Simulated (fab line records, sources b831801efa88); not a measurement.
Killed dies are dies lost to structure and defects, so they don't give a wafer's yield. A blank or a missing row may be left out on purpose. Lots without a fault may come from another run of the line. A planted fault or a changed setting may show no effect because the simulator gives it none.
Which tool did it? | flow sky130 | 12 lots, 36 wafers sampled, at 5 steps of a route of 708

WHAT THE GAUGES READ, wafer by wafer
SKY_VIA1_THK_MEAS_01.
lot  | measured     | on            | VIA1_HDPCVD_THK (nm)
L908 | day 33 03:41 | film_metro-02 | 1015 1005 1021
L909 | day 33 17:15 | film_metro-02 | 1023 1030 1022
L911 | day 33 20:35 | film_metro-03 | 1050 1037 1053
L912 | day 34 04:58 | film_metro-03 | 1033 1040 1021
L913 | day 34 19:21 | film_metro-03 | 1013 1014 1034
L915 | day 35 16:58 | film_metro-03 | 1012 1015 1025
L916 | day 35 21:15 | film_metro-03 | 1047 1022 1024
L919 | day 36 12:47 | film_metro-03 | 1018 1027 1005
L923 | day 37 22:18 | film_metro-02 | 1033 522 1013
L925 | day 38 09:46 | film_metro-03 | 520 1045 528
L926 | day 38 11:18 | film_metro-04 | 1013 1028 1024
L930 | day 40 01:13 | film_metro-03 | 1039 1030 1038

SKY_VIA1_CD_MEAS_12: target cd 150 nm.
lot  | measured     | on        | cd_nm (nm)
L908 | day 34 06:18 | cd_sem-02 | 151.4 151.7 152.3
L909 | day 34 20:04 | cd_sem-02 | 151.8 152.8 152.7
L911 | day 34 23:47 | cd_sem-02 | 152.5 151.7 152.1
L912 | day 35 07:47 | cd_sem-02 | 150.8 150.4 148.8
L913 | day 35 21:53 | cd_sem-01 | 152.8 153.3 153.3
L915 | day 36 19:59 | cd_sem-02 | 149.9 148.9 150.0
L916 | day 36 23:47 | cd_sem-02 | 148.4 147.8 147.0
L919 | day 37 14:52 | cd_sem-02 | 148.8 148.0 146.6
L923 | day 38 23:55 | cd_sem-01 | 150.2 152.1 152.3
L925 | day 39 11:55 | cd_sem-01 | 152.2 151.6 151.7
L926 | day 39 12:35 | cd_sem-02 | 149.5 152.0 149.7
L930 | day 41 02:00 | cd_sem-02 | 148.9 147.9 149.0

SKY_VIA1_OVL_MEAS_13.
lot  | measured     | on         | VIA1_OVL (nm)
L908 | day 34 06:25 | overlay-01 | -1 -1 9
L909 | day 34 20:10 | overlay-01 | -4 -1 0
L911 | day 34 23:52 | overlay-02 | -1 -3 1
L912 | day 35 07:52 | overlay-01 | -2 -8 -6
L913 | day 35 21:59 | overlay-02 | 3 -2 0
L915 | day 36 20:07 | overlay-01 | 4 -1 -3
L916 | day 36 23:54 | overlay-02 | -4 0 -2
L919 | day 37 14:59 | overlay-01 | -5 -2 -1
L923 | day 39 00:02 | overlay-02 | -2 -7 2
L925 | day 39 12:01 | overlay-01 | -6 -1 -4
L926 | day 39 12:42 | overlay-01 | -2 0 -4
L930 | day 41 02:07 | overlay-02 | -2 4 1

WHICH TOOL RAN EACH LOT (tool, then ch and the chambers of the sampled wafers, then the start)
lot  | SKY_METAL1_ETCH_18                | SKY_VIA1_HDPCVD_00
L908 | rie_metal-03 ch 0,1, day 33 02:47 | hdpcvd-01 ch 0,1, day 33 03:35
L909 | rie_metal-04 ch 0,1, day 33 16:24 | hdpcvd-01 ch 0,1,2, day 33 17:07
L911 | rie_metal-03 ch 0,1, day 33 19:43 | hdpcvd-02 ch 0,1,2, day 33 20:29
L912 | rie_metal-03 ch 0,1, day 34 04:05 | hdpcvd-02 ch 0,1,2, day 34 04:52
L913 | rie_metal-04 ch 0,1, day 34 18:29 | hdpcvd-02 ch 0,1,2, day 34 19:14
L915 | rie_metal-02 ch 1, day 35 16:05   | hdpcvd-01 ch 0,1, day 35 16:51
L916 | rie_metal-02 ch 0,1, day 35 20:23 | hdpcvd-02 ch 0,1,2, day 35 21:08
L919 | rie_metal-04 ch 0,1, day 36 11:53 | hdpcvd-01 ch 0,1,2, day 36 12:40
L923 | rie_metal-02 ch 0,1, day 37 21:26 | hdpcvd-02 ch 0,2, day 37 22:11
L925 | rie_metal-02 ch 0,1, day 38 08:55 | hdpcvd-02 ch 0,2, day 38 09:38
L926 | rie_metal-04 ch 0, day 38 10:26   | hdpcvd-01 ch 0,2, day 38 11:11
L930 | rie_metal-02 ch 0,1, day 40 00:20 | hdpcvd-01 ch 0,1,2, day 40 01:06
- SKY_METAL1_ETCH_18: etches BARC in N2/H2, stops on SiO2, time 45.9 s, target depth 60 nm.
- SKY_VIA1_HDPCVD_00: deposits SiO2, target thk 1030 nm, time 171.7 s.

WHAT THE TOOLS THEMSELVES READ (means of the sampled wafers that have a number; where no wafer has one, the mark that the record gives instead)
SKY_METAL1_ETCH_18.
lot  | tool         | bias_w (W) | drypump_motor_current_A (A) | he_backside_leak_sccm (sccm) | oes_product_au (a.u.) | throttle_valve_pct (%)
L908 | rie_metal-03 | 100.4      | 5.98                        | 3.1                          | 0.860                 | 13.226
L909 | rie_metal-04 | 100.0      | 5.47                        | 3.4                          | 0.846                 | 13.222
L911 | rie_metal-03 | 99.9       | 6.13                        | 3.1                          | 0.858                 | 13.231
L912 | rie_metal-03 | 100.0      | 5.95                        | 3.2                          | 0.858                 | 13.230
L913 | rie_metal-04 | 100.0      | 5.48                        | 3.4                          | 0.857                 | 13.226
L915 | rie_metal-02 | 99.3       | 5.80                        | 3.3                          | 0.862                 | 13.228
L916 | rie_metal-02 | 100.3      | 5.71                        | 3.3                          | 0.853                 | 13.221
L919 | rie_metal-04 | 100.0      | 5.58                        | 3.5                          | 0.860                 | 13.225
L923 | rie_metal-02 | 100.0      | 5.71                        | 3.3                          | 0.853                 | 13.218
L925 | rie_metal-02 | 100.1      | 5.77                        | 3.3                          | 0.855                 | 13.221
L926 | rie_metal-04 | 99.8       | 5.39                        | 3.4                          | 0.854                 | 13.224
L930 | rie_metal-02 | 100.2      | 5.75                        | 3.2                          | 0.857                 | 13.215

SKY_VIA1_HDPCVD_00.
lot  | tool      | sih4_flow_sccm (sccm)
L908 | hdpcvd-01 | 59.97
L909 | hdpcvd-01 | 59.97
L911 | hdpcvd-02 | 59.79
L912 | hdpcvd-02 | 60.05
L913 | hdpcvd-02 | 60.18
L915 | hdpcvd-01 | 60.14
L916 | hdpcvd-02 | 59.93
L919 | hdpcvd-01 | 60.10
L923 | hdpcvd-02 | 50.07
L925 | hdpcvd-02 | 39.93
L926 | hdpcvd-01 | 60.19
L930 | hdpcvd-01 | 60.02

THE ANSWER, worked out from the rows above alone
Rule: what is usual is taken from the lots themselves. Put in order of their means at a reading, lots are off if they are a third of the lots or fewer, leave a main group of 4 or more, and stand apart from it by a gap of 3 or more times the standard deviation of the main group's means; of several such gaps the widest counts. A main group whose means are all the same, to the digits that the tables above print for the reading, isn't used. A lot without any number at a reading at which 4 lots or more have one is off too. The other lots that the step has rows for count as sound. The gauges are gone through in route order, then the tools' own readings, and for those a lot's mean is taken as printed above. The first step at which some lot is off is used, and at that step the reading that is off furthest; a lot without a number counts as furthest.
Off: L923, L925, at SKY_VIA1_THK_MEAS_01 (VIA1_HDPCVD_THK). The main group: mean 1026 nm, standard deviation 9.7.
A tool fits if, at a process step before that reading, it ran every lot that is off, and no sound lot after the first of them. The gauges at SKY_VIA1_THK_MEAS_01 aren't tried: what is off there is off at SKY_VIA1_HDPCVD_00 too, on other tools, and a gauge's error can't cause that. One fits: hdpcvd-02 at SKY_VIA1_HDPCVD_00. Its last sound lot is L916 (day 35 21:08), its first lot that is off L923 (day 37 22:11): a fault that began between those two fits.
The tool's own readings at SKY_VIA1_HDPCVD_00 bear it out: on the lots that are off they differ by more than 5 times the standard deviation of the sound lots' means. sih4_flow_sccm reads 45.00 sccm there against 60.03 sccm on the sound lots.

WHAT THE SIMULATOR HAD PUT IN
Process parameter drift: hdpcvd-02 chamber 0, from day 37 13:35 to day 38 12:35, at SKY_VIA1_HDPCVD_00. Setting sih4_flow_sccm, moved by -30, from 60. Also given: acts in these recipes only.
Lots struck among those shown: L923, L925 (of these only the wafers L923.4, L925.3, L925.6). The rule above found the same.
